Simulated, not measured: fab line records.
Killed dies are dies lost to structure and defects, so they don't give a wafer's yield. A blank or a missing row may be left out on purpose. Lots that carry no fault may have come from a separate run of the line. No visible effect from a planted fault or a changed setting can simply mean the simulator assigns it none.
Chamber matching + flow gf180mcu + GF_CONTACT_ETCH_16 on rie_diel-04 has 4 sister chambers
The step etches BARC in N2/H2. 16 wafers are shown with their chamber, then 8 later ones without.

WAFERS, EACH WITH ITS CHAMBER
| wafer  | chamber | drypump_motor_current_A (A) | throttle_valve_pct (%) | oes_product_au (a.u.) |
|--------|---------|-----------------------------|------------------------|-----------------------|
| L074.3 | 3       | 6.3                         | 13.220                 | 0.851                 |
| L074.4 | 0       | 5.4                         | 13.220                 | 0.867                 |
| L074.6 | 3       | 6.3                         | 13.246                 | 0.864                 |
| L078.1 | 1       | 5.3                         | 13.231                 | 0.855                 |
| L078.5 | 3       | 6.3                         | 13.226                 | 0.861                 |
| L078.6 | 1       | 5.2                         | 13.232                 | 0.861                 |
| L083.1 | 1       | 5.2                         | 13.233                 | 0.860                 |
| L083.4 | 2       | 6.1                         | 13.227                 | 0.853                 |
| L083.6 | 1       | 5.2                         | 13.232                 | 0.848                 |
| L087.2 | 2       | 6.1                         | 13.205                 | 0.864                 |
| L087.3 | 3       | 6.3                         | 13.217                 | 0.856                 |
| L087.4 | 1       | 5.2                         | 13.213                 | 0.862                 |
| L090.1 | 0       | 5.4                         | 13.234                 | 0.850                 |
| L090.4 | 3       | 6.3                         | 13.225                 | 0.852                 |
| L090.6 | 3       | 6.3                         | 13.237                 | 0.854                 |
| L092.3 | 0       | 5.4                         | 13.217                 | 0.856                 |

SIGNATURES (averages over the wafers above)
| reading                 | chamber 0 | chamber 1 | chamber 2 | chamber 3 | scatter within a chamber |
|-------------------------|-----------|-----------|-----------|-----------|--------------------------|
| drypump_motor_current_A | 5.400     | 5.220     | 6.100     | 6.300     | 0.0258                   |
| throttle_valve_pct      | 13.22367  | 13.22820  | 13.21600  | 13.22850  | 0.0104                   |
| oes_product_au          | 0.85767   | 0.85720   | 0.85850   | 0.85633   | 0.00631                  |
Rule: a wafer's distance from a chamber is the root of the sum, over the readings, of the square of ((its reading less the chamber's mean) divided by the reading's scatter). The wafer belongs to the nearest chamber; if the next one is less than 2 further off, it can't be placed. How the scatter is found: for the shown wafers, subtract from each reading the mean of its chamber, square and add these, divide the total by (wafers less chambers), then take the root.

WAFERS MISSING THEIR CHAMBER
| wafer  | drypump_motor_current_A (A) | throttle_valve_pct (%) | oes_product_au (a.u.) |
|--------|-----------------------------|------------------------|-----------------------|
| L092.4 | 6.3                         | 13.240                 | 0.855                 |
| L092.5 | 5.2                         | 13.233                 | 0.858                 |
| L093.2 | 5.4                         | 13.235                 | 0.856                 |
| L093.4 | 5.2                         | 13.234                 | 0.854                 |
| L093.5 | 5.2                         | 13.225                 | 0.856                 |
| L095.2 | 6.1                         | 13.235                 | 0.851                 |
| L095.4 | 6.3                         | 13.228                 | 0.855                 |
| L095.6 | 5.4                         | 13.227                 | 0.856                 |

THE CHAMBER EACH PASSED THROUGH
| wafer  | from the rows above | in truth |
|--------|---------------------|----------|
| L092.4 | 3                   | 3        |
| L092.5 | 1                   | 1        |
| L093.2 | 0                   | 0        |
| L093.4 | 1                   | 1        |
| L093.5 | 1                   | 1        |
| L095.2 | 2                   | 2        |
| L095.4 | 3                   | 3        |
| L095.6 | 0                   | 0        |
Correctly placed: 8 of 8. Can't be placed from these rows: 0. Placed wrongly: 0.
